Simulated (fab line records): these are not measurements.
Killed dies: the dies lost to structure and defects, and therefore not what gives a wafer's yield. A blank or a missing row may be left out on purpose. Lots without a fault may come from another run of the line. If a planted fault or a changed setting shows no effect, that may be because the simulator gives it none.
Matching of chambers    flow sky130    SKY_VIA2_CMP_02 on cmp-01: 4 sister chambers
The step polishes SiO2. 4 wafers are shown with their chamber, then 12 later ones without.

WAFERS WITH THEIR CHAMBER
wafer   chamber  motor current A (A)
L090.4  3        13.0
L091.5  2        13.6
L092.2  1        13.1
L092.5  0        14.7

WAFERS WITHOUT THEIR CHAMBER
wafer   motor current A (A)
L093.2  14.8
L093.3  12.7
L093.6  14.9
L094.1  12.8
L094.2  12.8
L094.3  14.8
L097.1  12.7
L097.4  12.7
L097.5  12.7
L096.1  14.6
L096.2  12.8
L096.6  13.0

CHAMBER TAKEN BY EACH
wafer   from the rows above      in truth
L093.2  0                        0
L093.3  can't be placed: 3 or 1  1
L093.6  0                        0
L094.1  can't be placed: 3 or 1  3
L094.2  can't be placed: 3 or 1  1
L094.3  0                        0
L097.1  can't be placed: 3 or 1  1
L097.4  can't be placed: 3 or 1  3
L097.5  can't be placed: 3 or 1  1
L096.1  0                        0
L096.2  can't be placed: 3 or 1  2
L096.6  can't be placed: 3 or 1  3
Placed correctly: 4 of 12. Can't be placed from these rows: 8 (the true chamber is among the candidates in 7). Wrongly placed: 0.
How it was worked out, from the rows above alone: a wafer's distance from a chamber is the root of the sum, over the readings, of the square of ((its reading less the chamber's mean) divided by the reading's scatter). The wafer belongs to the nearest chamber; if the next one is less than 2 further off, it can't be placed. For every chamber, the mean is computed from those of its wafers that are shown. The scatter (one wafer shown for each chamber): square how far every hidden wafer sits from the nearest shown wafer, average those squares and take the square root.
